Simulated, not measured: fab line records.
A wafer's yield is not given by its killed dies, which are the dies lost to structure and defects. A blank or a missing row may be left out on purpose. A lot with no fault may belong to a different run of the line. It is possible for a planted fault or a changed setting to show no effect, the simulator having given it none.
fab line records -- flow sky130
record: lots: 12, wafers: 35, last_day: 50
route steps=708 shown METAL2@487 METAL3@532 VIA3@573
lots that met no fault: from a run of the same line without faults
start_h: hours from the record's first day to the start of the lot's first wafer shown -- wait_h: hours from the lot's prior step to this one -- " as in the row above -- L1.1+2: a row that stands for several wafers -- - no value, or no start given -- * or withheld: withheld -- < > ~ a bound
route shown NAME@n: a module of which the file shows steps, and the number in the route of the first -- usual: average and standard deviation across the fault-free wafers -- same: alike in all rows -- chamber/n: place in a boat -- sites: readings site by site -- _std_site: the values' standard deviation -- _edge_site: the outer-site mean with the inner-site mean subtracted -- radius_mm: how far each site lies from the wafer's centre -- mask NAME#n: copy n -- behind: the last tool/chamber to shape the wafer -- hold: why the lot went on hold/how many hours it stayed there/how the hold came to an end -- device: the n, p or np transistor that did not switch -- end of line: tests of these same wafers at the route's end -- where a step has no rows: the recipe by itself -- killed: not the wafer's yield, but the dies lost to structure and defects at the first sort -- map: a wafer's dies, marking killed ones x, the rest . and places with no die _
set.NAME: setting as actually run; set.NAME@STEP: the setting as run at that earlier step -- model.NAME: the simulator's own value behind a step, which no gauge read
a sample of lots followed through the steps of the route, with each step as a table and each wafer as a row
services: when a tool's chamber went out of use (start_h, in hours from the record's first day, below 0 if earlier), for how many hours, and the reason
== steps ==
step: SKY_METAL2_SPUTTER_04
recipe: material: TiN, target_thk_nm: 70, power_w: 6500, time_s: 58.3, chamber_pressure_pa: 0.4
usual: throttle_valve_pct: 30.5/0.91
lot.wafer,tool,chamber,start_h,wait_h,throttle_valve_pct
L439.2,pvd_sputter-02,-,801.53,0.0,30.7
L439.3,pvd_sputter-02,-,801.53,0.0,30.3
L439.6,pvd_sputter-02,-,801.53,0.0,30.1
L443.1,pvd_sputter-04,-,830.33,0.0,30.8
L443.3,pvd_sputter-04,-,830.33,0.0,29.8
L443.4,pvd_sputter-04,-,830.33,0.0,29.8
L444.2,pvd_sputter-02,-,837.16,0.0,30.2
L444.4,pvd_sputter-02,-,837.16,0.0,31.0
L444.6,pvd_sputter-02,-,837.16,0.0,30.6
L445.4,pvd_sputter-03,-,841.77,0.0,31.8
L445.5,pvd_sputter-03,-,841.77,0.0,31.8
L445.6,pvd_sputter-03,-,841.77,0.0,30.0
L446.2,pvd_sputter-03,-,850.03,0.0,30.1
L446.3,pvd_sputter-03,-,850.03,0.0,28.9
L446.6,pvd_sputter-03,-,850.03,0.0,29.9
L449.1,pvd_sputter-03,-,872.38,0.0,32.1
L449.2,pvd_sputter-03,-,872.38,0.0,29.1
L449.4,pvd_sputter-03,-,872.38,0.0,30.2
L450.2,pvd_sputter-02,-,888.73,0.0,30.2
L450.5,pvd_sputter-02,-,888.73,0.0,30.9
L450.6,pvd_sputter-02,-,888.73,0.0,30.3
L451.2,pvd_sputter-04,-,889.08,0.0,30.3
L451.3,pvd_sputter-04,-,889.08,0.0,29.6
L451.6,pvd_sputter-04,-,889.08,0.0,29.5
L457.1,pvd_sputter-02,-,932.31,0.0,30.6
L457.4,pvd_sputter-02,-,932.31,0.0,30.2
L457.6,pvd_sputter-02,-,932.31,0.0,31.2
L458.1,pvd_sputter-02,-,933.63,0.0,30.3
L458.5,pvd_sputter-02,-,933.63,0.0,30.3
L461.2,pvd_sputter-03,-,951.57,0.0,32.2
L461.3,pvd_sputter-03,-,951.57,0.0,30.0
L461.4,pvd_sputter-03,-,951.57,0.0,31.8
L462.2,pvd_sputter-02,-,958.87,0.0,30.4
L462.3,pvd_sputter-02,-,958.87,0.0,30.3
L462.4,pvd_sputter-02,-,958.87,0.0,30.2
step: SKY_METAL3_SPUTTER_00
recipe: material: Ti, target_thk_nm: 15, power_w: 3000, time_s: 10, chamber_pressure_pa: 0.4
usual: throttle_valve_pct: 30.6/1
lot.wafer,tool,chamber,start_h,wait_h,throttle_valve_pct
L439.2,pvd_sputter-03,-,856.33,0.2,29.9
L439.3,pvd_sputter-03,-,856.33,0.2,29.2
L439.6,pvd_sputter-03,-,856.33,0.2,31.6
L443.1,pvd_sputter-03,-,885.66,0.1,32.1
L443.3,pvd_sputter-03,-,885.66,0.1,29.2
L443.4,pvd_sputter-03,-,885.66,0.1,30.1
L444.2,pvd_sputter-03,-,892.34,0.2,32.0
L444.4,pvd_sputter-03,-,892.34,0.2,28.9
L444.6,pvd_sputter-03,-,892.34,0.2,28.8
L445.4,pvd_sputter-02,-,897.11,0.2,30.2
L445.5,pvd_sputter-02,-,897.11,0.2,30.5
L445.6,pvd_sputter-02,-,897.11,0.2,30.9
L446.2,pvd_sputter-03,-,905.42,0.2,31.9
L446.3,pvd_sputter-03,-,905.42,0.2,30.1
L446.6,pvd_sputter-03,-,905.42,0.2,32.0
L449.1,pvd_sputter-01,-,926.53,0.2,31.0
L449.2,pvd_sputter-01,-,926.53,0.2,29.6
L449.4,pvd_sputter-01,-,926.53,0.2,28.8
L451.2,pvd_sputter-02,-,942.55,0.2,30.2
L451.3,pvd_sputter-02,-,942.55,0.2,31.0
L451.6,pvd_sputter-02,-,942.55,0.2,30.3
L450.2,pvd_sputter-02,-,943.09,0.1,30.5
L450.5,pvd_sputter-02,-,943.09,0.1,31.0
L450.6,pvd_sputter-02,-,943.09,0.1,30.3
L457.1,pvd_sputter-03,-,983.63,0.2,30.3
L457.4,pvd_sputter-03,-,983.63,0.2,31.8
L457.6,pvd_sputter-03,-,983.63,0.2,30.1
L458.1,pvd_sputter-03,-,985.10,0.1,32.0
L458.5,pvd_sputter-03,-,985.10,0.1,28.9
L461.2,pvd_sputter-02,-,1001.75,0.1,30.4
L461.3,pvd_sputter-02,-,1001.75,0.1,30.0
L461.4,pvd_sputter-02,-,1001.75,0.1,30.5
L462.2,pvd_sputter-03,-,1009.15,0.2,32.0
L462.3,pvd_sputter-03,-,1009.15,0.2,29.9
L462.4,pvd_sputter-03,-,1009.15,0.2,29.0
step: SKY_VIA3_HDPCVD_00
recipe: material: SiO2, target_thk_nm: 1635, sigma_open_frac: 0.3, time_s: 272.5, temp_c: 400, sih4_flow_sccm: 60, pressure_mtorr: 6
usual: pressure_mtorr: 5.999/0.012, run_length_s: 300.4/0.63, susceptor_temp_C: 399.98/0.21
lot.wafer,tool,chamber,start_h,wait_h,pressure_mtorr,run_length_s,susceptor_temp_C
L439.2,hdpcvd-01,2,909.88,0.0,6.000,300.8,400.39
L439.3,hdpcvd-01,0,909.88,0.0,5.994,300.2,399.91
L439.6,hdpcvd-01,0,909.88,0.0,6.013,300.1,399.63
L443.1,hdpcvd-01,0,937.02,0.0,5.998,300.5,399.64
L443.3,hdpcvd-01,1,937.02,0.0,6.013,299.8,400.24
L443.4,hdpcvd-01,0,937.02,0.0,6.002,300.7,399.71
L444.2,hdpcvd-01,0,942.48,0.0,5.995,300.4,399.97
L444.4,hdpcvd-01,1,942.48,0.0,5.977,299.3,399.68
L444.6,hdpcvd-01,0,942.48,0.0,5.989,300.2,400.14
L445.4,hdpcvd-02,2,947.97,0.1,6.043,300.8,399.80
L445.5,hdpcvd-02,1,947.97,0.1,5.993,300.0,399.99
L445.6,hdpcvd-02,0,947.97,0.1,5.985,300.5,399.77
L446.2,hdpcvd-02,0,955.04,0.0,5.993,300.7,399.92
L446.3,hdpcvd-02,2,955.04,0.0,6.015,301.1,399.89
L446.6,hdpcvd-02,1,955.04,0.0,6.008,300.2,399.97
L449.1,hdpcvd-01,2,977.45,0.0,6.007,301.3,399.95
L449.2,hdpcvd-01,0,977.45,0.0,5.985,300.0,400.42
L449.4,hdpcvd-01,2,977.45,0.0,5.990,301.1,399.96
L451.2,hdpcvd-01,2,992.05,0.0,6.007,300.7,399.74
L451.3,hdpcvd-01,1,992.05,0.0,5.986,299.4,400.36
L451.6,hdpcvd-01,2,992.05,0.0,6.000,300.8,399.68
L450.2,hdpcvd-02,0,992.69,0.0,5.979,300.9,399.97
L450.5,hdpcvd-02,0,992.69,0.0,5.987,301.1,400.16
L450.6,hdpcvd-02,1,992.69,0.0,5.985,300.5,400.19
L457.1,hdpcvd-02,2,1031.23,0.0,6.002,300.8,400.20
L457.4,hdpcvd-02,1,1031.23,0.0,5.983,300.0,399.70
L457.6,hdpcvd-02,2,1031.23,0.0,6.001,300.9,400.36
L458.1,hdpcvd-01,1,1032.03,0.0,6.008,299.7,400.22
L458.5,hdpcvd-01,0,1032.03,0.0,5.973,372.9,399.83
L461.2,hdpcvd-01,2,1049.03,0.0,6.016,301.4,399.88
L461.3,hdpcvd-01,1,1049.03,0.0,5.983,300.0,400.11
L461.4,hdpcvd-01,1,1049.03,0.0,5.999,372.1,399.95
L462.2,hdpcvd-02,2,1056.15,0.0,5.983,301.2,399.93
L462.3,hdpcvd-02,1,1056.15,0.0,5.984,299.8,400.29
L462.4,hdpcvd-02,2,1056.15,0.0,6.002,300.7,399.86
step: SKY_VIA3_THK_MEAS_01
recipe: reads: SiO2_of_VIA3_HDPCVD_00
usual: VIA3_HDPCVD_THK: 1634/17
lot.wafer,tool,chamber,start_h,wait_h,VIA3_HDPCVD_THK[nm]
L439.2,film_metro-01,-,910.06,0.1,1626
L439.3,film_metro-01,-,910.06,0.1,1634
L439.6,film_metro-01,-,910.06,0.1,1629
L443.1,film_metro-03,-,937.19,0.1,1618
L443.3,film_metro-03,-,937.19,0.1,1599
L443.4,film_metro-03,-,937.19,0.1,1620
L444.2,film_metro-01,-,942.66,0.1,1630
L444.4,film_metro-01,-,942.66,0.1,1644
L444.6,film_metro-01,-,942.66,0.1,1618
L445.4,film_metro-01,-,948.09,0.0,1647
L445.5,film_metro-01,-,948.09,0.0,1635
L445.6,film_metro-01,-,948.09,0.0,1623
L446.2,film_metro-03,-,955.22,0.1,1655
L446.3,film_metro-03,-,955.22,0.1,1665
L446.6,film_metro-03,-,955.22,0.1,1632
L449.1,film_metro-01,-,977.61,0.1,1622
L449.2,film_metro-01,-,977.61,0.1,1622
L449.4,film_metro-01,-,977.61,0.1,1628
L451.2,film_metro-01,-,992.22,0.1,1635
L451.3,film_metro-01,-,992.22,0.1,1630
L451.6,film_metro-01,-,992.22,0.1,1656
L450.2,film_metro-03,-,992.87,0.1,1637
L450.5,film_metro-03,-,992.87,0.1,1650
L450.6,film_metro-03,-,992.87,0.1,1665
L457.1,film_metro-01,-,1031.40,0.1,1658
L457.4,film_metro-01,-,1031.40,0.1,1646
L457.6,film_metro-01,-,1031.40,0.1,1644
L458.1,film_metro-01,-,1032.20,0.1,1605
L458.5,film_metro-01,-,1032.20,0.1,2046
L461.2,film_metro-03,-,1049.21,0.1,1601
L461.3,film_metro-03,-,1049.21,0.1,1609
L461.4,film_metro-03,-,1049.21,0.1,2043
L462.2,film_metro-03,-,1056.33,0.1,1665
L462.3,film_metro-03,-,1056.33,0.1,1674
L462.4,film_metro-03,-,1056.33,0.1,1667
step: SKY_VIA3_CD_MEAS_12
recipe: target_cd_nm: 200
usual: cd_nm: 199.8/1.4
lot.wafer,tool,chamber,start_h,wait_h,cd_nm
L439.2,cd_sem-02,-,934.89,-,202.0
L439.3,cd_sem-02,-,934.89,-,201.6
L439.6,cd_sem-02,-,934.89,-,199.8
L443.1,cd_sem-01,-,961.22,-,201.2
L443.3,cd_sem-01,-,961.22,-,202.8
L443.4,cd_sem-01,-,961.22,-,204.2
L444.2,cd_sem-01,-,966.99,-,199.4
L444.4,cd_sem-01,-,966.99,-,200.1
L444.6,cd_sem-01,-,966.99,-,200.2
L445.4,cd_sem-01,-,972.18,-,198.9
L445.5,cd_sem-01,-,972.18,-,198.5
L445.6,cd_sem-01,-,972.18,-,197.6
L446.2,cd_sem-02,-,979.14,-,201.4
L446.3,cd_sem-02,-,979.14,-,200.7
L446.6,cd_sem-02,-,979.14,-,199.8
L449.1,cd_sem-02,-,1001.27,-,199.2
L449.2,cd_sem-02,-,1001.27,-,198.5
L449.4,cd_sem-02,-,1001.27,-,198.8
L451.2,cd_sem-01,-,1014.94,-,198.0
L451.3,cd_sem-01,-,1014.94,-,199.2
L451.6,cd_sem-01,-,1014.94,-,200.2
L450.2,cd_sem-02,-,1016.19,-,200.1
L450.5,cd_sem-02,-,1016.19,-,199.6
L450.6,cd_sem-02,-,1016.19,-,199.2
L457.1,cd_sem-02,-,1053.47,-,198.7
L457.4,cd_sem-02,-,1053.47,-,198.6
L457.6,cd_sem-02,-,1053.47,-,199.4
L458.1,cd_sem-01,-,1054.42,-,200.9
L458.5,cd_sem-01,-,1054.42,-,202.4
L461.2,cd_sem-01,-,1070.89,-,199.7
L461.3,cd_sem-01,-,1070.89,-,198.3
L461.4,cd_sem-01,-,1070.89,-,199.4
L462.2,cd_sem-02,-,1078.19,-,198.8
L462.3,cd_sem-02,-,1078.19,-,198.8
L462.4,cd_sem-02,-,1078.19,-,199.7
== services ==
tool,chamber,start_h,hours,kind
pvd_sputter-01,-,804.35,1.4,repair
pvd_sputter-01,-,822.77,1.2,repair
hdpcvd-02,-,859.95,0.6,repair
pvd_sputter-02,-,871.06,7.5,repair
pvd_sputter-03,3,910.32,-,consumable_replace:kit
pvd_sputter-03,3,910.32,18.0,scheduled_down
pvd_sputter-03,3,910.32,18.0,vent_cycle
pvd_sputter-04,-,929.41,5.0,repair
pvd_sputter-02,-,934.72,4.6,repair
pvd_sputter-03,-,938.87,11.2,repair
hdpcvd-01,-,950.25,15.0,pm
hdpcvd-01,0,950.25,15.0,vent_cycle
hdpcvd-01,1,950.25,15.0,vent_cycle
pvd_sputter-02,3,953.85,-,consumable_replace:kit
pvd_sputter-02,3,953.85,18.0,scheduled_down
pvd_sputter-02,3,953.85,18.0,vent_cycle
hdpcvd-01,1,987.14,2.8,repair
pvd_sputter-03,-,988.03,3.4,repair
hdpcvd-01,-,1006.03,1.8,repair
hdpcvd-02,-,1012.26,0.8,repair
hdpcvd-02,-,1020.10,5.5,pm
pvd_sputter-04,-,1020.62,0.9,repair
pvd_sputter-03,-,1052.32,6.8,repair
hdpcvd-01,-,1052.83,2.8,repair
== key ==
first_sign: step: SKY_VIA3_HDPCVD_00, reading: run_length_s, direction: up, sigmas: 99+, usual: *, struck: *
effect: step: SKY_VIA3_THK_MEAS_01, reading: VIA3_HDPCVD_THK, direction: up, sigmas: 24, usual: 1634, struck: 2045
met_at SKY_VIA3_HDPCVD_00
struck_lots L458,L461
struck_wafers L458.5,L461.4
not_acting_at SKY_METAL2_SPUTTER_04,SKY_METAL3_SPUTTER_00,SKY_VIA3_CD_MEAS_12
onset_between 992.05 1032.03
fault: kind: process_parameter_drift, tool: hdpcvd-01, chamber: -, onset_h: 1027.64, steps: SKY_VIA3_HDPCVD_00, channel: time_s, offset: *, shape: step, end_h: 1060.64, scope: struck_wafers_only, acts_in: *, stated: *
